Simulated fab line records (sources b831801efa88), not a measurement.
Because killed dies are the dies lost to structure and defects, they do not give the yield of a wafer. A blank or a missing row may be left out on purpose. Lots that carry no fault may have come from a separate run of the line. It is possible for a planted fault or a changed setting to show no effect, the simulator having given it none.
Which tool was responsible? ; flow sfqLine ; Sampling: 14 lots, 42 wafers, 3 of 325 route steps

== WHAT EACH GAUGE READ, for each wafer ==
SFQ_R5_THK_MEAS_934: measures by xrf. Usual: R5_MONX_THK typically reads 40.0 nm, with standard deviation 0.53.
lot;measured;on;R5_MONX_THK (nm);flag
L615;day 50 10:21;filmMetro-01;40.9 40.7 41.0;
L616;day 51 02:19;filmMetro-04;39.0 39.7 39.0;
L617;day 51 10:14;filmMetro-02;40.9 40.8 40.6;
L618;day 51 07:13;filmMetro-01;41.0 40.5 40.5;
L621;day 55 02:49;filmMetro-01;40.0 39.2 39.3;
L624;day 56 06:19;filmMetro-04;39.8 39.1 38.9;
L626;day 57 09:19;filmMetro-04;39.4 39.5 39.9;
L627;day 58 09:43;filmMetro-02;40.0 39.8 39.7;
L628;day 61 20:36;filmMetro-02;39.7 40.0 39.6;
L632;day 64 01:56;filmMetro-01;40.4 39.6 39.4;
L633;day 64 03:25;filmMetro-02;40.4 40.4 40.5;
L634;day 64 04:56;filmMetro-04;39.6 40.3 39.9;
L637;day 69 18:03;filmMetro-01;39.8 40.0 39.9;
L638;day 69 20:26;filmMetro-01;40.5 40.1 39.6;

== EACH LOT AND THE TOOL THAT RAN IT (in order: tool; ch and the chambers of the sampled wafers; start) ==
lot;SFQ_TRILAYER_L0_VIA_LITHO_PEB_016;SFQ_TRILAYER_R5_DEP_SPUTTER_134
L615;lithoTrack-04 ch 0, day 7 21:59;pvdSputter-03, day 50 10:11
L616;lithoTrack-04 ch 0, day 8 03:58;pvdSputter-04, day 51 02:10
L617;lithoTrack-02 ch 0, day 8 17:25;pvdSputter-04, day 51 10:05
L618;lithoTrack-01 ch 0, day 8 23:07;pvdSputter-03, day 51 07:05
L621;lithoTrack-01 ch 0, day 9 23:30;pvdSputter-06, day 55 02:41
L624;lithoTrack-02 ch 0, day 10 19:54;pvdSputter-06, day 56 06:11
L626;lithoTrack-01 ch 0, day 11 11:37;pvdSputter-04, day 57 09:11
L627;lithoTrack-02, day 11 15:16;pvdSputter-06, day 58 09:33
L628;lithoTrack-02, day 11 21:15;pvdSputter-04, day 61 20:27
L632;lithoTrack-02 ch 0, day 13 06:49;pvdSputter-03, day 64 01:47
L633;lithoTrack-02 ch 0, day 13 12:49;pvdSputter-04, day 64 03:17
L634;lithoTrack-04 ch 0, day 13 20:03;pvdSputter-06, day 64 04:47
L637;lithoTrack-02 ch 0, day 14 16:17;pvdSputter-06, day 69 17:53
L638;lithoTrack-02 ch 0, day 14 22:38;pvdSputter-03, day 69 20:17
- SFQ_TRILAYER_L0_VIA_LITHO_PEB_016: peb time 60 s.
- SFQ_TRILAYER_R5_DEP_SPUTTER_134: material Ti, target thk 5 nm, time 5 s.

== WHAT THE TOOLS THEMSELVES READ (means of the sampled wafers that have a number; where no wafer has one, the mark that the record gives instead) ==
SFQ_TRILAYER_L0_VIA_LITHO_PEB_016. Usual: chillPlateTempC 23.00 C, standard deviation 0.11; exhaustPa 44.7 Pa, standard deviation 0.92.
lot;tool;chillPlateTempC (C);exhaustPa (Pa);flag
L615;lithoTrack-04;23.08;44.0;
L616;lithoTrack-04;22.86;44.4;
L617;lithoTrack-02;23.06;43.5;
L618;lithoTrack-01;23.02;44.3;
L621;lithoTrack-01;23.01;45.1;
L624;lithoTrack-02;23.17;43.6;
L626;lithoTrack-01;22.88;45.3;
L627;lithoTrack-02;-;-;OFF
L628;lithoTrack-02;-;-;OFF
L632;lithoTrack-02;23.15;44.6;
L633;lithoTrack-02;22.96;44.9;
L634;lithoTrack-04;23.04;46.3;
L637;lithoTrack-02;23.03;45.0;
L638;lithoTrack-02;22.80;45.3;

SFQ_TRILAYER_R5_DEP_SPUTTER_134. Usual: chamberPressurePa 0.4000 Pa, standard deviation 0.00088; throttleValvePct 29.9 %, standard deviation 0.68.
lot;tool;chamberPressurePa (Pa);throttleValvePct (%);flag
L615;pvdSputter-03;0.4002;30.2;
L616;pvdSputter-04;0.3990;29.0;
L617;pvdSputter-04;0.3997;29.7;
L618;pvdSputter-03;0.3990;30.1;
L621;pvdSputter-06;0.4007;30.0;
L624;pvdSputter-06;0.4001;29.9;
L626;pvdSputter-04;0.3994;29.7;
L627;pvdSputter-06;0.3998;30.2;
L628;pvdSputter-04;0.3999;29.7;
L632;pvdSputter-03;0.4006;29.8;
L633;pvdSputter-04;0.3996;29.7;
L634;pvdSputter-06;0.3992;29.8;
L637;pvdSputter-06;0.3999;29.1;
L638;pvdSputter-03;0.3992;30.1;

== THE ANSWER, worked out from the rows above alone ==
Rule: lot off if the mean of its wafers having a number is beyond 3 standard deviations from the usual mean. A lot without any number at a reading at which 4 lots or more have one is off too. All remaining lots with rows at the step are treated as sound. After the gauges, taken in route order, come the tools' own readings; for these a lot's mean is taken, as printed above. At the first step where some lot is off, the reading lying furthest off is the one used; lots without a number count as furthest.
Off at SFQ_TRILAYER_L0_VIA_LITHO_PEB_016 (chillPlateTempC): L627, L628. Without a number there: L627, L628.
A tool fits if, at that step or a process step before it, it ran every lot that is off, and no sound lot after the first of them. Not one of the candidates tried fits.

== WHAT THE SIMULATOR PUT IN ==
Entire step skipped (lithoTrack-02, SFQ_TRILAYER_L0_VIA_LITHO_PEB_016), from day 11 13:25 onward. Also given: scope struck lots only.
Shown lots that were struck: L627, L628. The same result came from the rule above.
